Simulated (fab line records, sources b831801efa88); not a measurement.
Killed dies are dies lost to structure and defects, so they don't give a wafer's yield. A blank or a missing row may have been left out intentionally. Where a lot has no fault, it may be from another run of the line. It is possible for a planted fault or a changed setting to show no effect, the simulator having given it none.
Which tool did it? | flow gf180mcu | Sampling: 12 lots, 36 wafers, 5 of 602 route steps

## WHAT THE GAUGES SHOWED, per wafer
GF_NWELL_OVL_MEAS_07.
lot  | measured    | on         | NWELL_OVL (nm)
L374 | day 3 18:00 | overlay-02 | 1.0 -0.2 0.6
L375 | day 4 02:30 | overlay-01 | 1.1 0.3 2.0
L377 | day 4 12:32 | overlay-02 | 1.8 1.2 0.5
L378 | day 4 19:29 | overlay-01 | 3.1 3.1 3.5
L379 | day 5 02:29 | overlay-02 | 0.4 1.6 1.5
L380 | day 5 09:48 | overlay-01 | 2.2 1.8 2.2
L381 | day 5 09:05 | overlay-02 | 0.4 0.9 -1.1
L388 | day 6 23:54 | overlay-01 | 0.1 0.8 0.7
L391 | day 7 14:20 | overlay-01 | 2.0 0.9 1.5
L393 | day 8 03:11 | overlay-02 | -0.7 0.3 0.3
L394 | day 8 08:47 | overlay-02 | 0.5 2.8 0.3
L395 | day 8 15:11 | overlay-01 | 1.1 1.1 2.0

GF_VT_IMPLANT_RS_MEAS_47: a four-point-probe measurement.
lot  | measured     | on           | NWELL_RS (ohm/sq)
L374 | day 8 01:17  | filmMetro-01 | 487.0 488.1 486.9
L375 | day 8 10:14  | filmMetro-03 | 488.9 489.9 488.7
L377 | day 8 22:45  | filmMetro-03 | 486.2 486.3 485.5
L378 | day 9 06:09  | filmMetro-01 | 488.2 488.3 486.1
L379 | day 9 17:06  | filmMetro-04 | 487.2 488.6 487.8
L380 | day 10 01:35 | filmMetro-01 | 486.6 485.7 487.7
L381 | day 9 23:57  | filmMetro-01 | 499.4 497.0 498.6
L388 | day 12 03:41 | filmMetro-01 | 497.8 497.4 497.8
L391 | day 12 19:27 | filmMetro-01 | 489.6 487.6 487.4
L393 | day 13 11:51 | filmMetro-03 | 487.3 487.6 487.8
L394 | day 13 17:38 | filmMetro-01 | 487.0 489.6 488.7
L395 | day 14 01:40 | filmMetro-03 | 486.8 486.8 486.6

## TOOL THAT RAN EACH LOT (tool first, then ch and the chambers of the sampled wafers, then the start)
lot  | GF_STI_ETCH_14                 | GF_NWELL_IMPLANT_09            | GF_MVSD_STRIP_10
L374 | rieSi-02 ch 0,2, day 2 12:11   | implanter-01 ch 0, day 3 18:18 | plasmaAsher-02 ch 0,1, day 4 21:16
L375 | rieSi-02 ch 1,2,3, day 2 18:47 | implanter-02 ch 0, day 4 02:44 | plasmaAsher-04 ch 0,1, day 5 05:53
L377 | rieSi-01 ch 0,1,2, day 3 04:01 | implanter-02 ch 0, day 4 12:43 | plasmaAsher-03 ch 0,1, day 5 16:46
L378 | rieSi-01 ch 0,1,2, day 3 08:20 | implanter-01 ch 0, day 4 19:41 | plasmaAsher-02 ch 0,1, day 5 23:31
L379 | rieSi-02 ch 1,2,3, day 3 14:26 | implanter-01 ch 0, day 5 02:40 | plasmaAsher-03 ch 1, day 6 07:40
L380 | rieSi-01 ch 0,3, day 3 19:52   | implanter-02 ch 0, day 5 10:00 | plasmaAsher-03 ch 0,1, day 6 15:13
L381 | rieSi-02 ch 0,2,3, day 3 22:59 | implanter-01 ch 0, day 5 09:16 | plasmaAsher-04 ch 0,1, day 6 14:23
L388 | rieSi-01 ch 0,2,3, day 5 12:08 | implanter-01 ch 0, day 7 00:06 | plasmaAsher-04 ch 0,1, day 8 09:15
L391 | rieSi-01 ch 0,3, day 6 03:29   | implanter-02 ch 0, day 7 14:31 | plasmaAsher-03 ch 0,1, day 8 23:46
L393 | rieSi-01 ch 2,3, day 6 13:29   | implanter-04 ch 0, day 8 03:22 | plasmaAsher-02 ch 0,1, day 9 13:40
L394 | rieSi-01 ch 0,2, day 6 18:34   | implanter-02 ch 0, day 8 09:00 | plasmaAsher-04 ch 0,1, day 9 19:19
L395 | rieSi-02 ch 1,2,3, day 6 23:49 | implanter-02 ch 0, day 8 15:24 | plasmaAsher-04 ch 0,1, day 10 02:13
- GF_STI_ETCH_14: etches Si in HBr/Cl2/O2, target depth 360 nm, time 102.9 s.
- GF_NWELL_IMPLANT_09
- GF_MVSD_STRIP_10: strips in O2/N2.

## WHAT THE TOOLS THEMSELVES READ (means of the sampled wafers that have a number; where no wafer has one, the mark that the record gives instead)
GF_STI_ETCH_14.
lot  | tool     | O2_flow_sccm (sccm) | drypumpMotorCurrentA (A) | oesProductAu (a.u.) | rfFwdPowerW (W) | throttleValvePct (%)
L374 | rieSi-02 | 5.995               | 5.9                      | 0.989               | 595.9           | 25.671
L375 | rieSi-02 | 6.001               | 5.3                      | 1.009               | 596.0           | 25.655
L377 | rieSi-01 | 5.983               | 6.1                      | 1.003               | 595.4           | 25.660
L378 | rieSi-01 | 6.016               | 6.1                      | 1.005               | 597.8           | 25.658
L379 | rieSi-02 | 5.992               | 5.3                      | 1.000               | 594.7           | 25.654
L380 | rieSi-01 | 5.999               | 6.2                      | 1.008               | 595.8           | 25.650
L381 | rieSi-02 | 5.996               | 5.7                      | 0.989               | 596.4           | 25.669
L388 | rieSi-01 | 6.003               | 5.9                      | 1.013               | 595.1           | 25.652
L391 | rieSi-01 | 5.988               | 6.1                      | 1.013               | 597.5           | 25.647
L393 | rieSi-01 | 6.003               | 5.7                      | 1.009               | 594.4           | 25.647
L394 | rieSi-01 | 6.012               | 5.8                      | 1.005               | 595.1           | 25.655
L395 | rieSi-02 | 5.995               | 5.3                      | 0.997               | 596.4           | 25.663

GF_NWELL_IMPLANT_09.
lot  | tool         | doseIonsCm2 | faradayCurrentUA
L374 | implanter-01 | 4e+12       | 22.8
L375 | implanter-02 | 4e+12       | 22.8
L377 | implanter-02 | 4e+12       | 22.7
L378 | implanter-01 | 4e+12       | 22.7
L379 | implanter-01 | 4e+12       | 22.4
L380 | implanter-02 | 4e+12       | 22.8
L381 | implanter-01 | 3e+12       | 19.7
L388 | implanter-01 | 3e+12       | 19.7
L391 | implanter-02 | 4e+12       | 22.5
L393 | implanter-04 | 4e+12       | 22.4
L394 | implanter-02 | 4e+12       | 22.7
L395 | implanter-02 | 4e+12       | 22.5

GF_MVSD_STRIP_10.
lot  | tool           | drypumpMotorCurrentA (A) | heaterPowerW (W) | oesProductAu (a.u.) | stripTimeToEndpointS (s)
L374 | plasmaAsher-02 | 5.6                      | 421              | 0.726               | 36.99
L375 | plasmaAsher-04 | 5.3                      | 304              | 0.723               | 37.04
L377 | plasmaAsher-03 | 5.8                      | 349              | 0.722               | 36.84
L378 | plasmaAsher-02 | 5.6                      | 409              | 0.722               | 37.04
L379 | plasmaAsher-03 | 5.5                      | 375              | 0.724               | 36.95
L380 | plasmaAsher-03 | 5.8                      | 345              | 0.721               | 37.02
L381 | plasmaAsher-04 | 5.6                      | 305              | 0.721               | 36.97
L388 | plasmaAsher-04 | 5.3                      | 306              | 0.724               | 37.03
L391 | plasmaAsher-03 | 5.6                      | 359              | 0.722               | 37.08
L393 | plasmaAsher-02 | 5.5                      | 403              | 0.723               | 37.02
L394 | plasmaAsher-04 | 5.2                      | 309              | 0.720               | 36.98
L395 | plasmaAsher-04 | 5.2                      | 308              | 0.725               | 37.06

## THE ANSWER, worked out from the rows above alone
Rule: usual is defined by the lots themselves. The widest of any qualifying gaps counts: lots, ordered by their means at a reading, are off when they make up no more than a third of the lots, leave a main group of 4 or more, and stand apart from it by 3 or more times the standard deviation of that group's means. A main group is skipped when, at the precision printed for the reading in the tables above, its means are all equal. A lot without any number at a reading at which 4 lots or more have one is off too. The other lots that the step has rows for count as sound. Order of review: gauges by route order, followed by the tools' own readings, for which a lot's mean as printed above is used. The first step at which some lot is off is used, and at that step the reading that is off furthest; a lot without a number counts as furthest.
Off: L381, L388, seen at GF_VT_IMPLANT_RS_MEAS_47 (NWELL_RS). Main group: mean 487.6 ohm/sq, sd 0.88.
A tool fits if, at a process step before that reading, it ran every lot that is off, and no sound lot after the first of them. Not tried: the gauges at GF_VT_IMPLANT_RS_MEAS_47; whatever is off there is also off at GF_NWELL_IMPLANT_09, on other tools, and gauge error can't account for it. One fits: implanter-01 at GF_NWELL_IMPLANT_09. A fault onset in the window from L379 (day 5 02:40, its last sound lot) to L381 (day 5 09:16, its first lot off) fits.
The tool's own readings at GF_NWELL_IMPLANT_09 bear it out: on the lots that are off they differ by more than 5 times the standard deviation of the sound lots' means. doseIonsCm2 reads 3e+12 there against 4e+12 on the sound lots; faradayCurrentUA reads 19.7 there against 22.6 on the sound lots.

## WHAT HAD BEEN PUT IN BY THE SIMULATOR
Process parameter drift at GF_NWELL_IMPLANT_09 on implanter-01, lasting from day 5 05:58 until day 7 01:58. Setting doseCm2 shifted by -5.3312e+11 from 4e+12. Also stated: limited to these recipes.
Shown lots that were struck: L381, L388. Same finding as the rule above.
